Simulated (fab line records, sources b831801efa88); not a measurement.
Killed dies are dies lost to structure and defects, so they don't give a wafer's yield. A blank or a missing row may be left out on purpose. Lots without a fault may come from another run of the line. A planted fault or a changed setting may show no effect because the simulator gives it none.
fab line records | flow gf180mcu | part 1 of 2: steps 1 to 30 of 39
record lots=5 wafers=15 last_day=33
route steps=602 shown M1@326 V1@335 M2@362
lots that met no fault: from a run of the same line without faults
start_h: hours from the record's first day to the start of the lot's first wafer shown | wait_h: hours since the lot's step before | " the same as in the row above | L1.1+2: a row that stands for several wafers | - no value, or no start given | * or withheld: withheld | < > ~ a bound
route shown NAME@n: a module of which the file shows steps, and the number in the route of the first | usual: mean/standard deviation of fault-free wafers | same: alike in all rows | chamber/n: place in a boat | sites: the reading at each site | _std_site: their standard deviation | _edge_site: outer sites' mean less inner sites' | radius_mm: how far each site lies from the wafer's centre | mask NAME#n: copy n | behind: the tool/chamber that last shaped the wafer | hold: why the lot was held/for how many hours/how that ended | device: the transistor (n, p or np) that didn't switch | end of line: the same wafers' tests at the end of the route | a step without rows: its recipe alone | killed: dies lost to structure and defects at the first sort, not the wafer's yield | map: a wafer's dies, x killed, . not, _ none there
set.NAME: the setting as run; set.NAME@STEP: as run at that earlier step | model.NAME: the simulator's own value behind a step, which no gauge read
lots at some steps of the route; a table a step, a row a wafer
services: from which hour (start_h, from the record's first day; less than 0 if before it) a tool's chamber was out of use, for how many hours, and why
## steps
# step GF_M1_EXPOSE_11
# recipe mask_id=Metal1 target_cd_nm=230 na=0.68 source_shape=conventional sigma_outer=0.6 dose_mj=28
# usual exposure_dose_mJ_cm2=27.98/0.031
# columns lot.wafer tool chamber start_h wait_h mask exposure_dose_mJ_cm2
L074.2 krf_scanner-02 0 - - Metal1#0 27.99
L074.4 " 0 " " Metal1#0 27.97
L074.6 " 0 " " Metal1#0 27.98
L075.4 krf_scanner-02 0 - - Metal1#0 28.04
L075.5 " 0 " " Metal1#0 28.01
L075.6 " 0 " " Metal1#0 28.03
L078.3 krf_scanner-02 0 - - Metal1#0 28.00
L078.4 " 0 " " Metal1#0 27.97
L078.6 " 0 " " Metal1#0 28.03
L090.1 krf_scanner-02 0 - - Metal1#0 27.95
L090.3 " 0 " " Metal1#0 27.96
L090.5 " 0 " " Metal1#0 27.98
L093.1 krf_scanner-01 0 - - Metal1#0 27.96
L093.3 " 0 " " Metal1#0 27.96
L093.5 " 0 " " Metal1#0 27.97
# step GF_M1_PEB_12
# recipe peb_temp_c=135 peb_time_s=90 resist=KrF
# columns lot.wafer tool chamber start_h wait_h
L074.2+4+6 litho_track-04 0 - -
L075.4+5+6 litho_track-04 0 - -
L078.3+4+6 litho_track-04 0 - -
L090.1+3+5 litho_track-03 0 - -
L093.1+3+5 litho_track-01 0 - -
# step GF_M1_DEVELOP_13
# recipe develop_time_s=60 dev_temp_c=21
# columns lot.wafer tool chamber start_h wait_h
L074.2+4+6 litho_track-04 0 384.80 0.2
L075.4+5+6 litho_track-04 0 392.80 0.1
L078.3+4+6 litho_track-04 0 423.32 0.1
L090.1+3+5 litho_track-03 0 529.53 0.2
L093.1+3+5 litho_track-01 0 559.35 0.2
# step GF_M1_CD_MEAS_14
# recipe target_cd_nm=230
# usual cd_nm=229.2/1.3
# columns lot.wafer tool chamber start_h wait_h cd_nm
L074.2 cd_sem-01 - 384.94 0.1 228.2
L074.4 " - " " 227.6
L074.6 " - " " 226.6
L075.4 cd_sem-02 - 392.93 0.1 227.5
L075.5 " - " " 227.9
L075.6 " - " " 227.8
L078.3 cd_sem-01 - 423.46 0.1 229.9
L078.4 " - " " 230.3
L078.6 " - " " 229.0
L090.1 cd_sem-02 - 529.68 0.1 229.7
L090.3 " - " " 228.9
L090.5 " - " " 229.6
L093.1 cd_sem-01 - 559.50 0.1 231.1
L093.3 " - " " 230.3
L093.5 " - " " 231.5
# step GF_M1_OVL_MEAS_15
# usual M1_OVL=-4/4.9
# columns lot.wafer tool chamber start_h wait_h M1_OVL[nm]
L074.2 overlay-02 - 385.05 0.1 2
L074.4 " - " " 4
L074.6 " - " " -3
L075.4 overlay-02 - 393.01 0.1 -1
L075.5 " - " " -8
L075.6 " - " " -12
L078.3 overlay-01 - 423.55 0.1 -2
L078.4 " - " " -3
L078.6 " - " " -6
L090.1 overlay-01 - 529.80 0.1 2
L090.3 " - " " 6
L090.5 " - " " -3
L093.1 overlay-01 - 559.62 0.1 -2
L093.3 " - " " -2
L093.5 " - " " -4
# step GF_M1_METAL_ETCH_16
# recipe chemistry=Cl2/BCl3 mask_material=KrF target_depth_nm=750.8 stop_on=SiO2 pressure_mtorr=8 icp_w=800 bias_w=140 Cl2_flow_sccm=80 bcl3_flow_sccm=40 time_s=125.1
# usual drypump_motor_current_A=5.7/0.55 he_backside_leak_sccm=3.3/0.33 oes_product_au=0.988/0.0065 throttle_valve_pct=28.233/0.011
# columns lot.wafer tool chamber start_h wait_h drypump_motor_current_A he_backside_leak_sccm oes_product_au rf_hours_counter_h throttle_valve_pct
L074.2 rie_metal-02 1 385.08 0.0 6.4 5.9 0.990 12 28.235
L074.4 " 0 " " 6.3 3.4 0.993 - 28.243
L074.6 " 0 " " 6.3 3.2 0.994 - 28.232
L075.4 rie_metal-02 0 393.07 0.1 6.3 3.3 0.983 - 28.241
L075.5 " 1 " " 6.4 3.5 0.977 - 28.238
L075.6 " 0 " " 6.3 3.1 0.986 - 28.248
L078.3 rie_metal-01 1 423.62 0.1 5.0 3.4 0.990 - 28.218
L078.4 " 0 " " 5.3 2.8 0.998 - 28.237
L078.6 " 1 " " 5.0 3.5 0.999 - 28.235
L090.1 rie_metal-02 1 529.83 0.0 6.4 3.6 0.973 1 28.236
L090.3 " 1 " " 6.4 3.6 0.986 - 28.224
L090.5 " 1 " " 6.4 3.6 0.980 - 28.225
L093.1 rie_metal-02 0 559.66 0.0 6.3 2.8 0.990 0 28.247
L093.3 " 0 " " 6.3 2.9 0.977 - 28.253
L093.5 " 1 " " 6.4 3.4 0.983 - 28.239
# step GF_M1_STRIP_17
# recipe chemistry=O2/N2 power_w=1400 pressure_mtorr=1500 platen_temp_c=250 o2_flow_sccm=3000 n2_flow_sccm=300 overash_fraction=0.5
# usual drypump_motor_current_A=5.6/0.46 heater_power_w=320/22 n2_flow_sccm=300.1/0.94 oes_product_au=0.538/0.0053 strip_time_to_endpoint_s=7.41/0.049
# columns lot.wafer tool chamber start_h wait_h drypump_motor_current_A heater_power_w n2_flow_sccm oes_product_au rf_hours_counter_h strip_time_to_endpoint_s
L074.2 plasma_asher-01 1 385.21 0.1 5.6 324 298.0 0.537 29 7.40
L074.4 " 1 " " 5.6 330 297.6 0.533 - 7.34
L074.6 " 0 " " 5.5 319 300.2 0.540 - 7.38
L075.4 plasma_asher-01 1 393.19 0.1 5.6 340 300.8 0.539 - 7.41
L075.5 " 1 " " 5.6 334 299.6 0.538 - 7.40
L075.6 " 0 " " 5.5 329 303.0 0.537 - 7.41
L078.3 plasma_asher-01 0 423.74 0.1 5.5 320 300.0 0.536 - 7.32
L078.4 " 1 " " 5.6 332 298.9 0.532 - 7.30
L078.6 " 1 " " 5.6 331 298.9 0.529 - 7.36
L090.1 plasma_asher-03 1 530.09 0.2 6.6 362 299.2 0.531 73 7.41
L090.3 " 0 " " 5.5 304 300.3 0.535 - 7.41
L090.5 " 0 " " 5.4 308 299.8 0.544 - 7.41
L093.1 plasma_asher-03 0 559.79 0.1 5.5 307 298.6 0.542 76 7.44
L093.3 " 1 " " 6.7 359 299.2 0.538 - 7.45
L093.5 " 0 " " 5.5 303 300.9 0.541 - 7.48
# step GF_M1_STRIP_18
# recipe chemistry=post_etch_residue_remover time_s=1200 temp_c=72.5
# columns lot.wafer tool chamber start_h wait_h
L074.2+4+6 wet_bench-03 2 385.31 0.1
L075.4+5+6 wet_bench-04 3 393.26 0.0
L078.3+4+6 wet_bench-03 0 423.81 0.0
L090.1+3+5 wet_bench-04 2 530.19 0.1
L093.1+3+5 wet_bench-01 0 559.89 0.1
# step GF_M1_CLEAN_19
# recipe chemistry=DIW dry=n2_spin
# columns lot.wafer tool chamber start_h wait_h
L074.2+4+6 wet_bench-01 2 385.68 0.0
L075.4+5+6 wet_bench-01 2 393.60 0.0
L078.3+4+6 wet_bench-01 2 424.15 0.0
L090.1+3+5 wet_bench-01 0 530.53 0.0
L093.1+3+5 wet_bench-03 1 560.26 0.0
# step GF_V1_CVD_00
# recipe material=SiO2 target_thk_nm=600 sigma_open_frac=0.3 temp_c=400 time_s=100 sih4_flow_sccm=60 pressure_mtorr=6
# columns lot.wafer tool chamber start_h wait_h
L074.2+4+6 hdpcvd-01 1,2,1 385.86 0.0
L075.4+5+6 hdpcvd-01 1,2,0 393.82 0.0
L078.3+4+6 hdpcvd-01 0,0,1 424.24 0.0
L090.1+3+5 hdpcvd-02 0,1,2 530.62 0.0
L093.1+3+5 hdpcvd-02 2,0,0 560.35 0.0
# step GF_V1_THK_MEAS_01
# recipe reads=SiO2_of_V1_CVD_00
# usual V1_CVD_00_THK=602/5.8
# columns lot.wafer tool chamber start_h wait_h V1_CVD_00_THK[nm]
L074.2 film_metro-02 - 385.98 0.1 602
L074.4 " - " " 606
L074.6 " - " " 603
L075.4 film_metro-01 - 393.88 0.0 603
L075.5 " - " " 597
L075.6 " - " " 600
L078.3 film_metro-01 - 424.33 0.1 596
L078.4 " - " " 596
L078.6 " - " " 595
L090.1 film_metro-02 - 530.70 0.0 603
L090.3 " - " " 605
L090.5 " - " " 599
L093.1 film_metro-02 - 560.43 0.0 610
L093.3 " - " " 593
L093.5 " - " " 606
# step GF_V1_CVD_02
# recipe material=SiO2 target_thk_nm=850 precursor=TEOS temp_c=400 time_s=94.851 rf_w=600
# usual heater_power_w=694/130
# columns lot.wafer tool chamber start_h wait_h heater_power_w
L074.2 pecvd-03 1 386.03 0.0 676
L074.4 " 1 " " 706
L074.6 " 0 " " 707
L075.4 pecvd-03 0 393.95 0.1 871
L075.5 " 1 " " 690
L075.6 " 2 " " 634
L078.3 pecvd-03 0 424.37 0.0 762
L078.4 " 0 " " 793
L078.6 " 1 " " 717
L090.1 pecvd-01 1 530.76 0.1 560
L090.3 " 0 " " 548
L090.5 " 1 " " 609
L093.1 pecvd-01 2 560.49 0.1 856
L093.3 " 1 " " 674
L093.5 " 2 " " 880
# step GF_V1_THK_MEAS_03
# recipe reads=SiO2_of_V1_CVD_02
# usual V1_CVD_02_THK=853/12
# columns lot.wafer tool chamber start_h wait_h V1_CVD_02_THK[nm]
L074.2 film_metro-01 - 386.11 0.0 840
L074.4 " - " " 861
L074.6 " - " " 851
L075.4 film_metro-03 - 394.01 0.0 843
L075.5 " - " " 846
L075.6 " - " " 844
L078.3 film_metro-03 - 424.46 0.1 846
L078.4 " - " " 859
L078.6 " - " " 861
L090.1 film_metro-03 - 530.83 0.0 859
L090.3 " - " " 857
L090.5 " - " " 867
L093.1 film_metro-03 - 560.55 0.0 834
L093.3 " - " " 845
L093.5 " - " " 861
# step GF_V1_CMP_04
# recipe material=SiO2 down_force_psi=4 platen_rpm=60 pad_velocity_m_s=0.94248
# usual motor_current_A=11.8/0.94 time_to_endpoint_s=81/5.8
# columns lot.wafer tool chamber start_h wait_h motor_current_A time_to_endpoint_s
L074.4 cmp-01 2 386.26 0.1 13.2 85
L074.2 " 3 " " 12.9 76
L074.6 " 0 " " 11.7 84
L075.4 cmp-02 3 394.04 0.0 11.6 76
L075.6 " 3 " " 11.5 73
L075.5 " 0 " " 10.9 77
L078.3 cmp-02 1 424.55 0.1 12.6 79
L078.4 " 2 " " 11.5 84
L078.6 " 1 " " 12.2 81
L090.1 cmp-02 2 530.89 0.1 12.2 82
L090.3 " 1 " " 12.2 80
L090.5 " 2 " " 12.4 88
L093.3 cmp-02 0 560.71 0.1 10.6 73
L093.1 " 1 " " 12.6 66
L093.5 " 3 " " 11.7 75
# step GF_V1_BOW_MEAS_05
# recipe mode=bow
# usual V1_BOW=82/7.3
# columns lot.wafer tool chamber start_h wait_h V1_BOW[um]
L074.2 film_metro-01 - 386.48 0.1 82
L074.4 " - " " 85
L074.6 " - " " 78
L075.4 film_metro-03 - 394.40 0.3 74
L075.5 " - " " 90
L075.6 " - " " 79
L078.3 film_metro-03 - 424.84 0.2 74
L078.4 " - " " 88
L078.6 " - " " 90
L090.1 film_metro-01 - 531.19 0.2 93
L090.3 " - " " 75
L090.5 " - " " 80
L093.1 film_metro-02 - 560.91 0.1 88
L093.3 " - " " 77
L093.5 " - " " 88
# step GF_V1_DEHYDRATE_06
# recipe temp_c=200 time_s=60
# columns lot.wafer tool chamber start_h wait_h
L074.2+4+6 litho_track-03 0 398.05 11.6
L075.4+5+6 litho_track-03 0 405.70 11.3
L078.3+4+6 litho_track-03 0 436.38 11.5
L090.1+3+5 litho_track-03 0 542.03 10.8
L093.1+3+5 litho_track-04 0 571.27 10.3
# step GF_V1_HMDS_07
# recipe prime_time_s=60 prime_temp_c=120
# columns lot.wafer tool chamber start_h wait_h
L074.2+4+6 litho_track-03 0 398.20 0.1
L075.4+5+6 litho_track-03 0 405.85 0.1
L078.3+4+6 litho_track-03 0 436.53 0.1
L090.1+3+5 litho_track-03 0 542.18 0.1
L093.1+3+5 litho_track-04 0 571.42 0.1
# step GF_V1_COAT_08
# recipe resist=BARC temp_c=withheld time_s=withheld spin_rpm=withheld resist_thk_nm=withheld
# columns lot.wafer tool chamber start_h wait_h
L074.2+4+6 litho_track-03 0 398.35 0.1
L075.4+5+6 litho_track-03 0 406.00 0.1
L078.3+4+6 litho_track-03 0 436.68 0.1
L090.1+3+5 litho_track-03 0 542.33 0.1
L093.1+3+5 litho_track-04 0 571.57 0.1
# step GF_V1_COAT_09
# recipe resist=KrF spin_rpm=withheld resist_thk_nm=1000
# columns lot.wafer tool chamber start_h wait_h
L074.2+4+6 litho_track-03 0 - -
L075.4+5+6 litho_track-03 0 - -
L078.3+4+6 litho_track-03 0 - -
L090.1+3+5 litho_track-03 0 - -
L093.1+3+5 litho_track-04 0 - -
# step GF_V1_SOFTBAKE_10
# recipe temp_c=130 time_s=60 resist=KrF
# columns lot.wafer tool chamber start_h wait_h
L074.2+4+6 litho_track-03 0 - -
L075.4+5+6 litho_track-03 0 - -
L078.3+4+6 litho_track-03 0 - -
L090.1+3+5 litho_track-03 0 - -
L093.1+3+5 litho_track-04 0 - -
# step GF_V1_EXPOSE_11
# recipe mask_id=Via1 target_cd_nm=260 na=0.68 source_shape=conventional sigma_outer=0.6 dose_mj=38
# usual exposure_dose_mJ_cm2=37.97/0.038
# columns lot.wafer tool chamber start_h wait_h mask exposure_dose_mJ_cm2
L074.2 krf_scanner-02 0 - - Via1#0 37.96
L074.4 " 0 " " Via1#0 38.00
L074.6 " 0 " " Via1#0 37.91
L075.4 krf_scanner-01 0 - - Via1#0 37.97
L075.5 " 0 " " Via1#0 37.97
L075.6 " 0 " " Via1#0 37.97
L078.3 krf_scanner-01 0 - - Via1#0 37.92
L078.4 " 0 " " Via1#0 37.95
L078.6 " 0 " " Via1#0 37.95
L090.1 krf_scanner-02 0 - - Via1#0 38.00
L090.3 " 0 " " Via1#0 38.02
L090.5 " 0 " " Via1#0 37.98
L093.1 krf_scanner-02 0 - - Via1#0 38.05
L093.3 " 0 " " Via1#0 37.99
L093.5 " 0 " " Via1#0 37.95
# step GF_V1_PEB_12
# recipe peb_temp_c=135 peb_time_s=90 resist=KrF
# columns lot.wafer tool chamber start_h wait_h
L074.2+4+6 litho_track-02 0 - -
L075.4+5+6 litho_track-03 0 - -
L078.3+4+6 litho_track-04 0 - -
L090.1+3+5 litho_track-03 0 - -
L093.1+3+5 litho_track-04 0 - -
# step GF_V1_DEVELOP_13
# recipe develop_time_s=60 resist=KrF dev_temp_c=21
# columns lot.wafer tool chamber start_h wait_h
L074.2+4+6 litho_track-02 0 410.87 0.2
L075.4+5+6 litho_track-03 0 417.70 0.1
L078.3+4+6 litho_track-04 0 448.52 0.1
L090.1+3+5 litho_track-03 0 553.98 0.2
L093.1+3+5 litho_track-04 0 582.62 0.2
# step GF_V1_CD_MEAS_14
# recipe target_cd_nm=260
# usual cd_nm=260.3/1.3
# columns lot.wafer tool chamber start_h wait_h cd_nm
L074.2 cd_sem-01 - 411.01 0.1 261.9
L074.4 " - " " 260.2
L074.6 " - " " 261.2
L075.4 cd_sem-02 - 417.84 0.1 260.3
L075.5 " - " " 260.5
L075.6 " - " " 260.7
L078.3 cd_sem-01 - 448.66 0.1 260.9
L078.4 " - " " 262.1
L078.6 " - " " 262.8
L090.1 cd_sem-01 - 554.13 0.1 261.6
L090.3 " - " " 261.1
L090.5 " - " " 260.4
L093.1 cd_sem-02 - 582.77 0.1 260.2
L093.3 " - " " 259.8
L093.5 " - " " 257.8
# step GF_V1_OVL_MEAS_15
# usual V1_OVL=-3/5.2
# columns lot.wafer tool chamber start_h wait_h V1_OVL[nm]
L074.2 overlay-01 - 411.12 0.1 -5
L074.4 " - " " -3
L074.6 " - " " -5
L075.4 overlay-01 - 417.92 0.1 -3
L075.5 " - " " -2
L075.6 " - " " 0
L078.3 overlay-02 - 448.75 0.1 -6
L078.4 " - " " -4
L078.6 " - " " 2
L090.1 overlay-01 - 554.25 0.1 -9
L090.3 " - " " -2
L090.5 " - " " -7
L093.1 overlay-02 - 582.89 0.1 -5
L093.3 " - " " -1
L093.5 " - " " 1
# step GF_V1_ETCH_16
# recipe chemistry=N2/H2 target_depth_a=withheld overetch_a=withheld time_s=withheld target=BARC ion_energy_ev=200 source_w=500 bias_w=100 pressure_mtorr=30 n2_flow_sccm=100 h2_flow_sccm=200
# usual drypump_motor_current_A=5.7/0.4 h2_flow_sccm=200.1/0.59 n2_flow_sccm=100.05/0.27 oes_product_au=0.856/0.0044 throttle_valve_pct=13.225/0.0093
# columns lot.wafer tool chamber start_h wait_h drypump_motor_current_A h2_flow_sccm n2_flow_sccm oes_product_au throttle_valve_pct
L074.2 rie_diel-04 0 411.15 0.0 5.3 200.2 100.05 0.857 13.228
L074.4 " 2 " " 5.4 199.3 99.68 0.854 13.233
L074.6 " 2 " " 5.4 200.2 100.16 0.848 13.214
L075.4 rie_diel-04 3 417.93 0.0 6.1 199.8 100.24 0.849 13.226
L075.5 " 1 " " 6.2 198.8 99.81 0.850 13.225
L075.6 " 2 " " 5.4 200.3 100.22 0.851 13.226
L078.3 rie_diel-01 0 448.78 0.0 5.2 200.3 100.25 0.863 13.221
L078.4 " 3 " " 6.0 200.0 99.78 0.859 13.223
L078.6 " 2 " " 5.6 199.3 100.07 0.856 13.240
L090.1 rie_diel-04 2 554.28 0.0 5.4 199.8 100.05 0.861 13.222
L090.3 " 0 " " 5.3 200.0 99.74 0.865 13.213
L090.5 " 1 " " 6.2 200.0 100.36 0.852 13.233
L093.1 rie_diel-03 2 582.92 0.0 6.4 199.9 99.92 0.856 13.247
L093.3 " 1 " " 6.0 199.6 99.89 0.851 13.221
L093.5 " 2 " " 6.4 200.9 100.17 0.864 13.229
# step GF_V1_ETCH_17
# recipe chemistry=C4F8/O2/Ar mask_material=KrF target=SiO2 stop_on=TiN source_w=1500 bias_w=1200 pressure_mtorr=40 c4f8_flow_sccm=withheld O2_flow_sccm=6 Ar_flow_sccm=300 time_s=withheld target_depth_a=6300
# usual oes_product_au=0.856/0.0045
# columns lot.wafer tool chamber start_h wait_h oes_product_au
L074.2 rie_diel-04 0 - - 0.851
L074.4 " 2 " " 0.851
L074.6 " 2 " " 0.868
L075.4 rie_diel-04 3 - - 0.854
L075.5 " 1 " " 0.855
L075.6 " 2 " " 0.863
L078.3 rie_diel-01 0 - - 0.860
L078.4 " 3 " " 0.861
L078.6 " 2 " " 0.857
L090.1 rie_diel-04 2 - - 0.859
L090.3 " 0 " " 0.849
L090.5 " 1 " " 0.857
L093.1 rie_diel-03 2 - - 0.858
L093.3 " 1 " " 0.852
L093.5 " 2 " " 0.863
# step GF_V1_STRIP_18
# recipe chemistry=O2/N2 power_w=1400 pressure_mtorr=1500 platen_temp_c=250 o2_flow_sccm=3000 n2_flow_sccm=300 overash_fraction=0.5
# usual drypump_motor_current_A=5.9/0.44 heater_power_w=330/20 n2_flow_sccm=299.8/0.93 oes_product_au=0.593/0.0052
# columns lot.wafer tool chamber start_h wait_h drypump_motor_current_A heater_power_w n2_flow_sccm oes_product_au rf_hours_counter_h
L074.2 plasma_asher-03 1 411.28 - 6.7 358 299.6 0.598 63
L074.4 " 0 " " 5.5 300 298.5 0.597 -
L074.6 " 1 " " 6.7 358 299.3 0.596 -
L075.4 plasma_asher-01 0 418.10 - 5.6 326 300.0 0.597 -
L075.5 " 0 " " 5.6 316 301.1 0.593 -
L075.6 " 1 " " 5.6 335 300.0 0.588 -
L078.3 plasma_asher-03 1 448.94 - 6.6 367 298.9 0.592 -
L078.4 " 0 " " 5.5 310 300.9 0.591 -
L078.6 " 1 " " 6.7 366 300.1 0.592 -
L090.1 plasma_asher-02 1 554.41 - 5.9 316 300.8 0.586 94
L090.3 " 1 " " 5.9 318 300.0 0.586 -
L090.5 " 1 " " 5.8 313 300.6 0.588 -
L093.1 plasma_asher-02 1 583.05 - 5.9 325 300.7 0.596 97
L093.3 " 1 " " 5.9 311 299.7 0.599 -
L093.5 " 0 " " 6.0 339 299.4 0.596 -
# step GF_V1_STRIP_19
# recipe chemistry=post_etch_residue_remover time_s=1200 temp_c=72.5
# columns lot.wafer tool chamber start_h wait_h
L074.2+4+6 wet_bench-03 0 411.38 0.1
L075.4+5+6 wet_bench-04 3 418.16 0.0
L078.3+4+6 wet_bench-02 2 449.00 0.0
L090.1+3+5 wet_bench-03 1 554.51 0.1
L093.1+3+5 wet_bench-03 1 583.15 0.1
# step GF_V1_CLEAN_20
# recipe chemistry=DIW dry=n2_spin
# columns lot.wafer tool chamber start_h wait_h
L074.2+4+6 wet_bench-04 0 411.72 0.0
L075.4+5+6 wet_bench-02 2 418.54 0.0
L078.3+4+6 wet_bench-03 2 449.35 0.0
L090.1+3+5 wet_bench-04 0 554.92 0.0
L093.1+3+5 wet_bench-03 3 583.49 0.0
